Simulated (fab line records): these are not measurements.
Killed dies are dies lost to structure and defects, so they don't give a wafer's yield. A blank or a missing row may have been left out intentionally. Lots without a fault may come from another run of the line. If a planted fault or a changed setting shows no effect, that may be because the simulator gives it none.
Matching of chambers | flow gf180mcu | GF_V5_ETCH_16 on rie diel-04: 4 sister chambers
The step etches BARC in N2/H2. 16 wafers are shown with their chamber, then 8 later ones without.

WAFERS, EACH WITH ITS CHAMBER
wafer  | chamber | drypump motor current A (A) | rf fwd power W (W) | oes product au (a.u.)
L079.2 | 3       | 4.7                         | 491.7              | 0.863
L079.4 | 1       | 5.8                         | 497.9              | 0.855
L079.6 | 2       | 5.6                         | 496.3              | 0.853
L081.3 | 1       | 5.8                         | 497.0              | 0.854
L081.5 | 1       | 5.8                         | 495.8              | 0.855
L081.6 | 0       | 5.5                         | 493.4              | 0.858
L089.2 | 2       | 5.7                         | 492.3              | 0.866
L089.3 | 0       | 5.5                         | 497.1              | 0.857
L089.4 | 1       | 5.8                         | 494.8              | 0.857
L090.2 | 2       | 5.7                         | 494.5              | 0.855
L090.5 | 1       | 5.8                         | 497.0              | 0.853
L090.6 | 0       | 5.5                         | 494.4              | 0.861
L092.4 | 0       | 5.6                         | 494.3              | 0.857
L092.5 | 2       | 5.7                         | 495.0              | 0.847
L092.6 | 3       | 4.6                         | 493.4              | 0.860
L093.3 | 2       | 5.7                         | 493.3              | 0.851

SIGNATURES (means of the wafers above)
reading                 | chamber 0 | chamber 1 | chamber 2 | chamber 3 | scatter within a chamber
drypump motor current A | 5.525     | 5.800     | 5.680     | 4.650     | 0.0413
rf fwd power W          | 494.800   | 496.500   | 494.280   | 492.550   | 1.43
oes product au          | 0.85825   | 0.85480   | 0.85440   | 0.86150   | 0.00435
Rule: for a wafer and a chamber, the distance is found by dividing, reading by reading, the gap between the wafer's reading and the chamber's mean by the reading's scatter, squaring, summing and taking the root. If the next closest chamber is less than 2 further off than the closest, the wafer can't be placed; otherwise it belongs to the closest. The scatter: the root of (the sum of the squares of (reading less its chamber's mean) over the shown wafers, divided by (wafers less chambers)).

WAFERS WITH NO CHAMBER GIVEN
wafer  | drypump motor current A (A) | rf fwd power W (W) | oes product au (a.u.)
L093.5 | 4.7                         | 492.7              | 0.849
L093.6 | 5.5                         | 495.1              | 0.856
L095.1 | 5.6                         | 496.6              | 0.850
L095.2 | 4.7                         | 496.1              | 0.857
L095.3 | 5.9                         | 495.6              | 0.852
L097.1 | 5.5                         | 493.1              | 0.857
L097.5 | 4.7                         | 494.2              | 0.859
L097.6 | 5.6                         | 494.6              | 0.853

EACH ONE'S CHAMBER
wafer  | from the rows above     | in truth
L093.5 | 3                       | 3
L093.6 | 0                       | 0
L095.1 | can't be placed: 2 or 0 | 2
L095.2 | 3                       | 3
L095.3 | 1                       | 1
L097.1 | 0                       | 0
L097.5 | 3                       | 3
L097.6 | can't be placed: 2 or 0 | 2
Correctly placed: 6 of 8. Not placeable from these rows: 2 (in 2, the candidates include the true chamber). Number placed wrongly: 0.
